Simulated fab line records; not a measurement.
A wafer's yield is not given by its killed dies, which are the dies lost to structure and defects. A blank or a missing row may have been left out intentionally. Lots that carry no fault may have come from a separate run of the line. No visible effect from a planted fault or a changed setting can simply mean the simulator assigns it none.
fab line records ; flow sky130
[record] lots = 12; wafers = 36; last-day = 50
route steps=708 shown NWELL@34 PWDE@54 VT_ADJUST_LVTN@106 PAD_OPEN@708
lots that met no fault: taken from a fault-free run of the same line
start-h: start of the lot's first displayed wafer, in hours after the record's first day ; wait-h: hours from the lot's prior step to this one ; " identical to the entry in the row above ; L1.1+2: one row covering several wafers at once ; - no value, or no start given ; * or withheld: withheld ; < > ~ a bound
route shown NAME@n: NAME is a module with steps in the file, n the number in the route of the first one ; usual: average and standard deviation across the fault-free wafers ; same: alike in all rows ; chamber/n: place in a boat ; sites: readings site by site ; _std_site: their standard deviation ; _edge_site: the outer-site mean with the inner-site mean subtracted ; radius-mm: how far each site lies from the wafer's centre ; mask NAME#n: copy n ; behind: tool/chamber where the wafer was last shaped ; hold: the reason the lot was held/the length of the hold in hours/how it ended ; device: the transistor (n, p or np) that didn't switch ; end of line: tests run on the same wafers once the route is complete ; a step with no rows: only its recipe ; killed: not the wafer's yield, but the dies lost to structure and defects at the first sort ; map: per-die view of a wafer (x killed, . not killed, _ where there is no die)
set.NAME: the setting that was run; set.NAME@STEP: the one run at that earlier step ; model.NAME: the simulator's own value behind a step, which no gauge read
steps of the route over a sample of lots; a table a step, a row a wafer
services: when a tool's chamber went out of use (start-h, in hours from the record's first day, below 0 if earlier), for how many hours, and the reason
[[steps]]
[step SKY_NWELL_THK_MEAS_02]
[recipe] reads = SiO2_of_NWELL_OXIDATION_01
[usual] NWELL_OXIDATION_THK = 10.02/0.18
lot.wafer;tool;chamber;start-h;wait-h;NWELL_OXIDATION_THK[nm]
L200.1;film-metro-04;-;45.12;0.1;9.91
L200.4;film-metro-04;-;45.12;0.1;10.00
L200.5;film-metro-04;-;45.12;0.1;10.24
L201.1;film-metro-02;-;51.65;0.0;9.96
L201.4;film-metro-02;-;51.65;0.0;9.79
L201.6;film-metro-02;-;51.65;0.0;9.87
L211.1;film-metro-04;-;103.46;0.0;9.93
L211.4;film-metro-04;-;103.46;0.0;9.97
L211.6;film-metro-04;-;103.46;0.0;9.84
L213.1;film-metro-01;-;113.72;0.0;10.00
L213.3;film-metro-01;-;113.72;0.0;10.11
L213.4;film-metro-01;-;113.72;0.0;9.93
L214.2;film-metro-02;-;113.73;0.0;10.06
L214.3;film-metro-02;-;113.73;0.0;9.94
L214.6;film-metro-02;-;113.73;0.0;10.22
L215.1;film-metro-01;-;120.44;0.0;10.08
L215.2;film-metro-01;-;120.44;0.0;9.86
L215.6;film-metro-01;-;120.44;0.0;10.12
L216.1;film-metro-04;-;126.53;0.0;10.01
L216.5;film-metro-04;-;126.53;0.0;10.04
L216.6;film-metro-04;-;126.53;0.0;10.00
L217.2;film-metro-04;-;131.70;0.0;10.18
L217.4;film-metro-04;-;131.70;0.0;10.14
L217.6;film-metro-04;-;131.70;0.0;10.07
L219.2;film-metro-02;-;141.07;0.0;10.42
L219.3;film-metro-02;-;141.07;0.0;10.14
L219.5;film-metro-02;-;141.07;0.0;10.36
L220.2;film-metro-04;-;143.23;0.0;10.09
L220.3;film-metro-04;-;143.23;0.0;10.00
L220.5;film-metro-04;-;143.23;0.0;9.97
L221.1;film-metro-01;-;148.64;0.0;10.49
L221.3;film-metro-01;-;148.64;0.0;10.27
L221.4;film-metro-01;-;148.64;0.0;10.33
L222.1;film-metro-01;-;157.09;0.0;9.93
L222.2;film-metro-01;-;157.09;0.0;9.94
L222.4;film-metro-01;-;157.09;0.0;10.04
[step SKY_PWDE_STRIP_09]
[recipe] chemistry = O2/N2; power-w = 1400; pressure-mtorr = 1500; platen-temp-c = withheld; o2-flow-sccm = 3000; n2-flow-sccm = 300; overash-fraction = 0.5
[usual] drypump-motor-current-A = 5.5/0.32; oes-product-au = 0.722/0.0052; strip-time-to-endpoint-s = 36.91/0.08
lot.wafer;tool;chamber;start-h;wait-h;drypump-motor-current-A;oes-product-au;rf-hours-counter-h;strip-time-to-endpoint-s
L200.1;plasma-asher-03;1;77.47;0.1;5.2;0.718;39;37.04
L200.4;plasma-asher-03;1;77.47;0.1;5.2;0.718;-;37.00
L200.5;plasma-asher-03;0;77.47;0.1;5.2;0.721;-;36.98
L201.1;plasma-asher-03;1;82.94;0.1;5.2;0.720;40;36.91
L201.4;plasma-asher-03;0;82.94;0.1;5.2;0.721;-;36.94
L201.6;plasma-asher-03;1;82.94;0.1;5.2;0.720;-;37.09
L211.1;plasma-asher-04;0;138.97;0.1;5.6;0.719;2;36.90
L211.4;plasma-asher-04;0;138.97;0.1;5.5;0.726;-;36.78
L211.6;plasma-asher-04;1;138.97;0.1;5.3;0.721;-;36.86
L214.2;plasma-asher-04;1;152.57;0.1;5.3;0.736;3;36.92
L214.3;plasma-asher-04;0;152.57;0.1;5.5;0.721;-;36.93
L214.6;plasma-asher-04;1;152.57;0.1;5.3;0.718;-;36.97
L213.1;plasma-asher-02;0;152.92;0.1;6.1;0.736;33;36.88
L213.3;plasma-asher-02;0;152.92;0.1;6.1;0.722;-;36.96
L213.4;plasma-asher-02;1;152.92;0.1;5.8;0.722;-;36.83
L215.1;plasma-asher-03;1;160.17;0.1;5.2;0.732;47;36.88
L215.2;plasma-asher-03;0;160.17;0.1;5.2;0.723;47;36.80
L215.6;plasma-asher-03;1;160.17;0.1;5.2;0.718;-;37.02
L216.1;plasma-asher-03;0;165.82;0.1;5.2;0.722;48;36.77
L216.5;plasma-asher-03;0;165.82;0.1;5.2;0.724;-;36.81
L216.6;plasma-asher-03;1;165.82;0.1;5.3;0.722;-;36.92
L217.2;plasma-asher-04;1;172.48;0.1;5.4;0.716;5;36.91
L217.4;plasma-asher-04;0;172.48;0.1;5.6;0.717;-;36.88
L217.6;plasma-asher-04;1;172.48;0.1;5.3;0.726;-;36.78
L219.2;plasma-asher-02;0;182.97;0.1;6.1;0.715;36;37.00
L219.3;plasma-asher-02;0;182.97;0.1;6.1;0.718;-;36.99
L219.5;plasma-asher-02;1;182.97;0.1;5.8;0.713;-;36.95
L220.2;plasma-asher-03;0;184.29;0.1;5.2;0.728;49;37.02
L220.3;plasma-asher-03;1;184.29;0.1;5.3;0.718;-;36.93
L220.5;plasma-asher-03;1;184.29;0.1;5.3;0.720;-;36.94
L221.1;plasma-asher-02;1;190.02;0.1;5.7;0.713;37;36.87
L221.3;plasma-asher-02;1;190.02;0.1;5.7;0.740;-;36.95
L221.4;plasma-asher-02;0;190.02;0.1;6.1;0.717;-;36.94
L222.1;plasma-asher-03;0;197.67;0.1;5.2;0.726;51;36.96
L222.2;plasma-asher-03;1;197.67;0.1;5.2;0.725;51;36.89
L222.4;plasma-asher-03;1;197.67;0.1;5.2;0.713;-;36.80
[step SKY_NWELL_EXPOSE_20]
[recipe] mask-id = NWM_COMPLEMENT; na = 0.6; source-shape = conventional; sigma-outer = 0.6; polarization = unpolarized; target-cd-nm = 840; dose-mj = 260
[usual] focus-offset-nm = -0.1/0.49; reticle-temp-C = 22.97/0.1
lot.wafer;tool;chamber;start-h;wait-h;mask;focus-offset-nm;reticle-temp-C
L200.1;iline-stepper-01;0;103.40;-;NWM_COMPLEMENT#0;0.0;23.01
L200.4;iline-stepper-01;0;103.40;-;NWM_COMPLEMENT#0;-0.7;23.00
L200.5;iline-stepper-01;0;103.40;-;NWM_COMPLEMENT#0;-0.1;23.02
L201.1;iline-stepper-01;0;108.49;-;NWM_COMPLEMENT_R1#0;-0.2;22.92
L201.4;iline-stepper-01;0;108.49;-;NWM_COMPLEMENT_R1#0;-1.0;22.86
L201.6;iline-stepper-01;0;108.49;-;NWM_COMPLEMENT_R1#0;0.1;22.89
L211.1;iline-stepper-02;0;170.03;-;NWM_COMPLEMENT#0;0.1;23.17
L211.4;iline-stepper-02;0;170.03;-;NWM_COMPLEMENT#0;0.2;23.05
L211.6;iline-stepper-02;0;170.03;-;NWM_COMPLEMENT#0;-0.2;23.14
L214.2;iline-stepper-02;0;183.77;-;NWM_COMPLEMENT#0;0.3;23.00
L214.3;iline-stepper-02;0;183.77;-;NWM_COMPLEMENT#0;-1.0;22.94
L214.6;iline-stepper-02;0;183.77;-;NWM_COMPLEMENT#0;-0.5;22.79
L213.1;iline-stepper-02;0;184.07;-;NWM_COMPLEMENT#0;-0.2;23.06
L213.3;iline-stepper-02;0;184.07;-;NWM_COMPLEMENT#0;0.5;23.13
L213.4;iline-stepper-02;0;184.07;-;NWM_COMPLEMENT#0;-0.2;22.95
L215.1;iline-stepper-02;0;191.57;-;NWM_COMPLEMENT#0;-0.6;23.15
L215.2;iline-stepper-02;0;191.57;-;NWM_COMPLEMENT#0;-0.5;23.02
L215.6;iline-stepper-02;0;191.57;-;NWM_COMPLEMENT#0;-0.2;22.92
L216.1;iline-stepper-01;0;196.99;-;NWM_COMPLEMENT#0;-0.4;22.95
L216.5;iline-stepper-01;0;196.99;-;NWM_COMPLEMENT#0;-0.1;22.88
L216.6;iline-stepper-01;0;196.99;-;NWM_COMPLEMENT#0;0.3;22.93
L217.2;iline-stepper-01;0;204.67;-;NWM_COMPLEMENT#0;-0.4;23.04
L217.4;iline-stepper-01;0;204.67;-;NWM_COMPLEMENT#0;0.7;23.01
L217.6;iline-stepper-01;0;204.67;-;NWM_COMPLEMENT#0;0.6;22.99
L219.2;iline-stepper-01;0;214.78;-;NWM_COMPLEMENT#0;0.3;22.83
L219.3;iline-stepper-01;0;214.78;-;NWM_COMPLEMENT#0;-0.4;23.04
L219.5;iline-stepper-01;0;214.78;-;NWM_COMPLEMENT#0;0.2;23.12
L220.2;iline-stepper-02;0;216.48;-;NWM_COMPLEMENT#0;-1.2;22.99
L220.3;iline-stepper-02;0;216.48;-;NWM_COMPLEMENT#0;-0.2;23.17
L220.5;iline-stepper-02;0;216.48;-;NWM_COMPLEMENT#0;0.6;22.88
L221.1;iline-stepper-01;0;222.69;-;NWM_COMPLEMENT#0;-0.1;22.73
L221.3;iline-stepper-01;0;222.69;-;NWM_COMPLEMENT#0;-0.1;22.93
L221.4;iline-stepper-01;0;222.69;-;NWM_COMPLEMENT#0;0.0;22.88
L222.1;iline-stepper-01;0;231.95;-;NWM_COMPLEMENT#0;-0.4;22.97
L222.2;iline-stepper-01;0;231.95;-;NWM_COMPLEMENT#0;-0.4;22.96
L222.4;iline-stepper-01;0;231.95;-;NWM_COMPLEMENT#0;-0.4;22.92
[step SKY_VT_ADJUST_LVTN_STRIP_09]
[recipe] chemistry = O2/N2; power-w = 1400; pressure-mtorr = 1500; platen-temp-c = withheld; o2-flow-sccm = 3000; n2-flow-sccm = 300; overash-fraction = 0.5
[usual] drypump-motor-current-A = 5.6/0.46; oes-product-au = 0.722/0.0042; strip-time-to-endpoint-s = 36.94/0.092
lot.wafer;tool;chamber;start-h;wait-h;drypump-motor-current-A;oes-product-au;rf-hours-counter-h;strip-time-to-endpoint-s
L200.1;plasma-asher-04;0;150.14;0.1;5.5;0.724;3;36.91
L200.4;plasma-asher-04;1;150.14;0.1;5.4;0.725;-;37.05
L200.5;plasma-asher-04;0;150.14;0.1;5.6;0.726;-;36.96
L201.1;plasma-asher-04;1;154.55;0.1;5.3;0.723;4;37.05
L201.4;plasma-asher-04;1;154.55;0.1;5.3;0.716;-;36.91
L201.6;plasma-asher-04;1;154.55;0.1;5.3;0.719;-;36.97
L211.1;plasma-asher-02;1;224.44;0.1;5.7;0.726;41;36.95
L211.4;plasma-asher-02;0;224.44;0.1;6.1;0.728;-;36.91
L211.6;plasma-asher-02;0;224.44;0.1;6.1;0.724;-;36.97
L214.2;plasma-asher-02;1;239.43;0.1;5.7;0.718;42;36.96
L214.3;plasma-asher-02;0;239.43;0.1;6.1;0.722;-;37.01
L214.6;plasma-asher-02;1;239.43;0.1;5.8;0.724;-;36.91
L213.1;plasma-asher-04;0;239.89;0.1;5.5;0.724;12;36.97
L213.3;plasma-asher-04;0;239.89;0.1;5.5;0.722;-;37.02
L213.4;plasma-asher-04;1;239.89;0.1;5.3;0.726;-;37.03
L215.1;plasma-asher-01;1;248.65;0.1;4.7;0.726;58;36.93
L215.2;plasma-asher-01;0;248.65;0.1;5.9;0.727;58;36.96
L215.6;plasma-asher-01;1;248.65;0.1;4.8;0.722;-;36.86
L216.1;plasma-asher-04;1;254.94;0.1;5.3;0.730;13;36.97
L216.5;plasma-asher-04;1;254.94;0.1;5.3;0.717;-;36.89
L216.6;plasma-asher-04;0;254.94;0.1;5.6;0.718;-;36.96
L217.2;plasma-asher-01;0;262.45;0.1;5.8;0.724;59;36.88
L217.4;plasma-asher-01;1;262.45;0.1;4.7;0.723;-;36.81
L217.6;plasma-asher-01;0;262.45;0.1;5.9;0.722;-;36.81
L219.2;plasma-asher-04;1;274.15;0.1;5.3;0.723;15;37.11
L219.3;plasma-asher-04;1;274.15;0.1;5.3;0.731;-;36.99
L219.5;plasma-asher-04;0;274.15;0.1;5.5;0.727;-;37.03
L220.2;plasma-asher-01;1;275.94;0.1;4.7;0.715;61;37.10
L220.3;plasma-asher-01;0;275.94;0.1;5.9;0.736;-;37.00
L220.5;plasma-asher-01;1;275.94;0.1;4.8;0.721;-;37.02
L221.1;plasma-asher-01;0;283.15;0.1;5.8;0.721;61;37.07
L221.3;plasma-asher-01;1;283.15;0.1;4.8;0.724;-;37.09
L221.4;plasma-asher-01;0;283.15;0.1;5.8;0.720;-;37.05
L222.1;plasma-asher-01;0;290.94;0.1;5.9;0.721;62;37.01
L222.2;plasma-asher-01;1;290.94;0.1;4.8;0.719;62;37.01
L222.4;plasma-asher-01;1;290.94;0.1;4.8;0.728;-;37.08
[step SKY_PAD_OPEN_PROBE_99]
[usual] killed_at_M0_to_M3 = 43/7.2; killed_at_M4_up = 3.1/1.8; killed-at-contacts = 24/5.4; killed-at-front-end = 15/4.4; killed-at-other = 0.4/0.56; killed-dies = 86/9.3; killed-open = 47/6.9; killed-short = 39/6.6
[same] gross-dies = 492; killed-at-back-side = 0
lot.wafer;tool;chamber;start-h;wait-h;killed_at_M0_to_M3;killed_at_M4_up;killed-at-contacts;killed-at-front-end;killed-at-other;killed-dies;killed-open;killed-short
L213.1;prober-01;-;1161.92;0.1;45;3;23;15;0;86;44;41
L213.3;prober-01;-;1162.02;0.2;46;4;22;8;0;80;46;32
L213.4;prober-01;-;1162.07;0.2;56;5;30;21;0;112;61;51
// killed by level:class
L213.1 CONTACT:geometric-particle:open=13 VIA1:geometric-particle:open=10 VIA3:geometric-particle:short=7 LOCAL_INTERCONNECT:geometric-particle:short=6 VIA3:geometric-particle:open=6 METAL2:geometric-particle:short=4 METAL3:geometric-particle:short=4 FIELD_ISO:geometric-particle:short=3
L213.3 CONTACT:geometric-particle:open=10 VIA3:geometric-particle:open=8 METAL2:geometric-particle:short=7 VIA1:geometric-particle:open=7 VIA2:geometric-particle:open=5 LI_CONTACT:geometric-particle:open=4 CONTACT:geometric-particle:short=4 METAL2:geometric-particle:open=4
L213.4 VIA1:geometric-particle:open=15 CONTACT:geometric-particle:open=13 METAL2:geometric-particle:short=10 FIELD_ISO:geometric-particle:open=6 POLY_GATE:geometric-particle:short=6 POLY_GATE:geometric-particle:open=6 LI_CONTACT:geometric-particle:open=6 VIA3:geometric-particle:short=6
[[services]]
tool;chamber;start-h;hours;kind
iline-stepper-02;-;65.98;1.7;pm
plasma-asher-04;-;75.66;8.8;repair
plasma-asher-04;-;108.75;9.0;pm
plasma-asher-04;0;108.75;9.0;vent-cycle
plasma-asher-04;1;108.75;9.0;vent-cycle
plasma-asher-04;0;117.75;-;clean
plasma-asher-04;1;117.75;-;clean
plasma-asher-03;-;133.71;0.7;repair
iline-stepper-01;-;137.75;-;consumable-replace:lamp
iline-stepper-02;0;160.82;-;calibration
iline-stepper-02;-;173.77;-;calibration
plasma-asher-04;-;183.31;1.2;repair
iline-stepper-02;-;199.16;4.4;pm
iline-stepper-01;-;205.76;1.7;pm
iline-stepper-01;0;226.27;-;calibration
plasma-asher-04;-;231.86;0.7;repair
iline-stepper-02;-;240.56;6.2;repair
iline-stepper-01;-;268.14;1.0;repair
iline-stepper-02;-;284.16;1.7;pm
[[key]]
[first-sign] step = SKY_NWELL_EXPOSE_20; reading = mask; direction = changed
effect none on later readings
met-at SKY_NWELL_EXPOSE_20
struck-lots L201
tester-left-out L201
not-acting-at SKY_NWELL_THK_MEAS_02,SKY_PWDE_STRIP_09,SKY_VT_ADJUST_LVTN_STRIP_09
onset-between 103.40 108.49
[fault] kind = wrong-mask; tool = any; chamber = -; onset-h = 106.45; steps = SKY_NWELL_EXPOSE_20; aux-copy = NWM_COMPLEMENT_R1#0; cd-offset-nm = -168; scope = struck-lots-only
// tester-left-out: of these lots the tester's yield and bins aren't shown, on N5 and GAA mostly nor the transistor test; their killed dies are dies lost to structure and defects alone, not to doping, threshold or leakage, so they don't give the yield
